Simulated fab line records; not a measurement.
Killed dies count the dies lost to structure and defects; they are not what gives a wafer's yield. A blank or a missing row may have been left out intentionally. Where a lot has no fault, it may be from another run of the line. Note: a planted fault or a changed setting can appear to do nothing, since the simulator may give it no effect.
Split-lot study | flow sfq-line | on a route of 325 steps: 5 lots, 23 wafers read

SPLIT DETAILS
At SFQ_TRILAYER_I2_VIA_BARC_OPEN_VIA_ETCH_096 (etches BARC in O2, target depth 125 nm, time 41.7 s), the setting time-s was moved away from the recipe's 41.7 s on 8 of the 23 wafers read, by -10.7% to +6.5%. All remaining wafers had this setting at the recipe value.

The reading comes from the split's own step.

THE READING
oes-product-au, in a.u., at SFQ_TRILAYER_I2_VIA_BARC_OPEN_VIA_ETCH_096 (etches BARC in O2, target depth 125 nm, time 41.7 s). A value of 0.685 a.u. with a standard deviation of 0.0046 a.u. is what fault-free wafers of this fab line usually give.

wafer  | tool, chamber at the split | time-s as run, s | against the recipe | oes-product-au, a.u. | against lot-mates on the recipe
L076.1 | rie-diel-02, 2             | 44.4             | +6.5%              | 0.675                | -0.013
L076.2 | rie-diel-02, 3             | 41.7             | recipe             | 0.688                | -
L076.3 | rie-diel-02, 1             | 44.4             | +6.5%              | 0.665                | -0.023
L076.5 | rie-diel-02, 3             | 41.7             | recipe             | 0.689                | -
L076.6 | rie-diel-02, 0             | 44.4             | +6.5%              | 0.677                | -0.011
L077.1 | rie-diel-02, 1             | 41.7             | recipe             | 0.683                | -
L077.3 | rie-diel-02, 3             | 41.7             | recipe             | 0.686                | -
L077.4 | rie-diel-02, 0             | 41.7             | recipe             | 0.676                | -
L077.5 | rie-diel-02, 3             | 41.7             | recipe             | 0.677                | -
L077.6 | rie-diel-02, 1             | 41.7             | recipe             | 0.684                | -
L079.1 | rie-diel-01, 0             | 41.7             | recipe             | 0.682                | -
L079.3 | rie-diel-01, 3             | 37.22            | -10.7%             | 0.725                | +0.039
L079.4 | rie-diel-01, 0             | 37.22            | -10.7%             | 0.724                | +0.038
L079.5 | rie-diel-01, 1             | 37.22            | -10.7%             | 0.717                | +0.031
L079.6 | rie-diel-01, 3             | 41.7             | recipe             | 0.689                | -
L081.1 | rie-diel-02, 2             | 41.7             | recipe             | 0.692                | -
L081.3 | rie-diel-02, 1             | 41.7             | recipe             | 0.684                | -
L081.4 | rie-diel-02, 0             | 41.7             | recipe             | 0.694                | -
L083.1 | rie-diel-03, 3             | 44.28            | +6.2%              | 0.665                | -0.019
L083.2 | rie-diel-03, 2             | 41.7             | recipe             | 0.685                | -
L083.3 | rie-diel-03, 1             | 44.28            | +6.2%              | 0.675                | -0.009
L083.4 | rie-diel-03, 1             | 41.7             | recipe             | 0.684                | -
L083.6 | rie-diel-03, 2             | 41.7             | recipe             | 0.682                | -

FIT RESULTS
A straight line over all 23 wafers: oes-product-au changes by -0.00296 a.u. for each +1% of time-s; r = -0.94; the points scatter about the line by 0.0056 a.u.
The same after taking each lot's own level away (the mean of its wafers on the recipe; 23 wafers): -0.00302 a.u. for each +1%; r = -0.96; scatter 0.0045 a.u.
That fit puts the effect of the largest move of time-s on the reading at 0.032 a.u.
Measured against the standard deviation above, the lots' own levels, which go from 0.6812 to 0.6900 a.u., span 1.9 times it.
So the lot-to-lot level changes the slope little: the two slopes agree.
Check: for one of the wafers moved furthest among these (-10.7%), held out of the fit, the line's prediction against its lot-mates is +0.032 a.u. It came out at +0.0395 a.u. against them.
Tool readings at the split's step, against how far the setting was moved: oes-product-au r = -0.94.

OTHER SPLITS ON THESE WAFERS
Note: prior to the reading, these wafers also went through further splits. Each is held against what the fit with the lots' levels taken away leaves over:
other split on the same wafers                    | wafers away from the commonest value | r with oes-product-au (lot level and that fit taken away)
SFQ_TRILAYER_M1_LITHO_COAT_039 resist-thk-nm      | 7                                    | -0.03
SFQ_TRILAYER_I1_CMP_CMP_046 leave-above-ref-nm    | 9                                    | +0.00
SFQ_TRILAYER_I1_VIA_LITHO_COAT_049 resist-thk-nm  | 5                                    | +0.32
SFQ_TRILAYER_I1_VIA_BARC_OPEN_VIA_ETCH_071 time-s | 6                                    | +0.26
SFQ_TRILAYER_M2_LITHO_COAT_062 resist-thk-nm      | 11                                   | -0.20
SFQ_TRILAYER_M2_LITHO_COAT_057 resist-thk-nm      | 5                                    | -0.18
SFQ_TRILAYER_I2_VIA_LITHO_COAT_067 resist-thk-nm  | 8                                    | -0.14

FILE'S OWN FIT
oes-product-au changes by -0.00297 a.u. for each +1% of time-s, r = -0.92.
